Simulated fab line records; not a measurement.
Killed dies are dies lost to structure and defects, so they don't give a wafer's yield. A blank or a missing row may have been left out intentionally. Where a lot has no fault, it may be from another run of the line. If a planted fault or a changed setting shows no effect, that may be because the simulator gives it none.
A lot that was struck, set against a sound lot / flow sky130 / 43 out of 708 route steps
Sound: these wafers, L598.2, L598.4, L598.5. Struck: wafer L617.5 (L617.1, L617.4, from the same lot, were not struck and are left out); the cause is given at the end.
Order at every step that has rows: each side's tool, ch and its chambers, its first start. Under that, the readings that differ: sound wafers / struck wafers / difference of the means / sigmas: that difference in standard deviations of wafers without a fault.
alike: same words and numbers on both sides, and readings whose means sit less than 2 such deviations apart. not compared: any withheld reading, any reading some wafer has no value for, any bound like >300 that may hide the same value, and any number with overlapping values for which the record gives no deviation.
Wherever a step has rows on one side only, a row that says differs or no value, or a row with sigmas, the two part there. Numbers that don't overlap but have no deviation are shown without sigmas and don't part them. Lack of a reading on every wafer of one side parts them only where that side has two or more wafers.

first, 6 steps without rows for these wafers: SKY_METAL4_COAT_07 (resist thk 60 nm); SKY_METAL4_COAT_08 (resist thk 1140 nm); SKY_METAL4_SOFTBAKE_09 (time 90 s); SKY_METAL4_EXPOSE_10 (exposes mask MM4, target cd 300 nm); SKY_METAL4_PEB_11; SKY_METAL4_DEVELOP_12 (develop time 60 s).
SKY_METAL4_CD_MEAS_13: the cd target is 300 nm.
  sound: cdSem-02 at day 42 03:37; struck: cdSem-02 at day 47 06:58
  alike: cdNm
SKY_METAL4_OVL_MEAS_14:
  sound: overlay-01 at day 42 03:43; struck: overlay-02 at day 47 07:05
  alike: METAL4_OVL
SKY_METAL4_DESCUM_15: chemistry O2, time 8 s.
  sound on rieMetal-02 ch 0,1, day 42 03:44; struck on rieMetal-04 ch 1, day 47 07:08
  alike: drypumpMotorCurrentA, oesProductAu, tempC
  not compared: rfHoursCounterH
then, 1 step without rows for these wafers: SKY_METAL4_ETCH_16 (etches BARC in N2/H2, stops on SiO2, time 88.2 s, target depth 60 nm).
SKY_METAL4_ETCH_17: etches SiO2 in C4F8/O2/Ar, stops on TiN, time 3.9 s, target depth 15 nm.
  sound on rieDiel-02 ch 0,1,2, day 42 03:52; struck on rieDiel-01 ch 2, day 47 07:16
  alike: biasW, oesProductAu
  not compared: rfHoursCounterH
SKY_METAL4_METAL_ETCH_18: etches the open film in Cl2/BCl3, stops on SiO2, target depth 845 nm, time 183.1 s.
  sound on rieMetal-04 ch 0,1, day 42 03:53; struck on rieMetal-04 ch 0, day 47 07:17
  alike: biasW, drypumpMotorCurrentA, oesProductAu, throttleValvePct
  not compared: rfHoursCounterH
SKY_METAL4_STRIP_19: strips in O2/N2.
  sound on plasmaAsher-04 ch 1, day 42 04:04; struck on plasmaAsher-01 ch 1, day 47 07:28
  alike: drypumpMotorCurrentA, oesProductAu, stripTimeToEndpointS
  not compared: rfHoursCounterH
then, 4 steps without rows for these wafers: SKY_METAL4_STRIP_20 (strips in post etch residue remover, time 1200 s); SKY_METAL4_CLEAN_21 (cleans in IPA, time 180 s); SKY_METAL4_CLEAN_22 (cleans in O3/DIW); SKY_VIA4_HDPCVD_00 (deposits SiO2, target thk 1750 nm, time 291.7 s).
SKY_VIA4_THK_MEAS_01:
  sound: filmMetro-02 at day 42 04:51; struck: filmMetro-01 at day 47 08:26
  alike: VIA4_HDPCVD_THK
then, 1 step without rows for these wafers: SKY_VIA4_CMP_02 (polishes SiO2).
SKY_VIA4_BOW_MEAS_03:
  sound: filmMetro-02 at day 42 05:13; struck: filmMetro-01 at day 47 09:29
reading=VIA4_BOW (um); sound=80 86 86; struck=66; difference=-18; sigmas=-2
then, 7 steps without rows for these wafers: SKY_VIA4_DEHYDRATE_04 (time 60 s); SKY_VIA4_HMDS_05 (prime time 60 s); SKY_VIA4_COAT_06 (resist thk 1140 nm); SKY_VIA4_SOFTBAKE_07 (time 60 s); SKY_VIA4_EXPOSE_08 (exposes mask VIM4, target cd 800 nm); SKY_VIA4_PEB_09; SKY_VIA4_DEVELOP_10 (develop time 60 s).
SKY_VIA4_OVL_MEAS_11:
  sound: overlay-01 at day 43 03:42; struck: overlay-02 at day 48 04:11
  alike: VIA4_OVL
SKY_VIA4_ETCH_12: etches SiO2 in C4F8/O2/Ar, stops on TiN, target depth 580 nm.
  sound on rieDiel-01 ch 1,2,3, day 43 03:44; struck on rieDiel-01 ch 3, day 48 04:14
  alike: biasW, oesProductAu
then, 6 steps without rows for these wafers: SKY_VIA4_STRIP_13 (strips in O2/N2); SKY_VIA4_STRIP_14 (strips in post etch residue remover, time 1200 s); SKY_VIA4_CLEAN_15 (cleans in IPA, time 180 s); SKY_VIA4_CLEAN_16 (cleans in O3/DIW); SKY_VIA4_SPUTTER_17 (material TiN, target thk 20 nm, time 80 s); SKY_VIA4_CVD_18 (deposits W, target thk 505 nm, time 152.14 s).
SKY_VIA4_RS_MEAS_19: a four-point-probe measurement.
  sound: filmMetro-04 at day 43 04:47; struck: filmMetro-04 at day 48 06:49
  alike: VIA4_W_RS
SKY_VIA4_THK_MEAS_20: measures by xrf.
  sound: filmMetro-04 at day 43 04:54; struck: filmMetro-04 at day 48 06:56
  alike: VIA4_W_THK
then, 1 step without rows for these wafers: SKY_VIA4_CMP_21 (polishes, stops on SiO2, t overpolish 25 s, target thk 0 nm).
SKY_METAL5_SPUTTER_00: material Ti, target thk 15 nm, time 10 s.
  sound: pvdSputter-04 at day 43 05:22; struck: pvdSputter-03 at day 48 07:17
  alike: cathodeDcPowerW, throttleValvePct
then, 3 steps without rows for these wafers: SKY_METAL5_SPUTTER_01 (material TiN, target thk 20 nm, time 16.7 s); SKY_METAL5_SPUTTER_02 (material AlCu, target thk 1150 nm, time 61.2 s); SKY_METAL5_SPUTTER_03 (material Ti, target thk 5 nm, time 3.3 s).
-- the record jumps here: 2 days lie between the struck wafers' starts before and after (it left off in module METAL5 and takes up again in module PAD_OPEN, whose first step shown is number 708 of the route) --
SKY_PAD_OPEN_PROBE_99:
  sound: prober-02 at day 46 02:28; struck: prober-02 at day 50 13:31
reading=defectLimitedYield (%); sound=84.3 83.3 82.9; struck=71.3; difference=-12.2; sigmas=-6
reading=killed_at_M4_up; sound=4 3 4; struck=66; difference=+62; sigmas=+37
reading=killedDies; sound=77 82 84; struck=141; difference=+60; sigmas=+6
reading=sort_bin_3_pad_short (%); sound=1.0 1.0 0.4; struck=3.5; difference=+2.7; sigmas=+6
reading=sort_bin_5_function (%); sound=9.8 8.7 10.2; struck=18.7; difference=+9.1; sigmas=+6
reading=sortNPass; sound=415 410 408; struck=351; difference=-60; sigmas=-6
reading=sortYieldPct (%); sound=84.3 83.3 82.9; struck=71.3; difference=-12.2; sigmas=-6
reading=model.etest.tester.sortNPass; sound=415 410 408; struck=351; difference=-60; sigmas=
reading=model.etest.tester.sortYieldPct (%); sound=84.35 83.33 82.93; struck=71.34; difference=-12.20; sigmas=
reading=model.etest.tester.sort_bin_5_pct (%); sound=9.756 8.74 10.16; struck=18.7; difference=+9.1; sigmas=
reading=model.etest.tester.sort_bin_3_pct (%); sound=1.016 1.016 0.4065; struck=3.455; difference=+2.642; sigmas=
  alike: killed_at_M0_to_M3, killedAtContacts, killedAtFrontEnd, killedAtOther, killedOpen, killedShort, sort_bin_6_memory

== WHERE THEY PART ==
Earliest at SKY_VIA4_BOW_MEAS_03; latest, in this record, at SKY_PAD_OPEN_PROBE_99.

WHY: what had been put in by the simulator
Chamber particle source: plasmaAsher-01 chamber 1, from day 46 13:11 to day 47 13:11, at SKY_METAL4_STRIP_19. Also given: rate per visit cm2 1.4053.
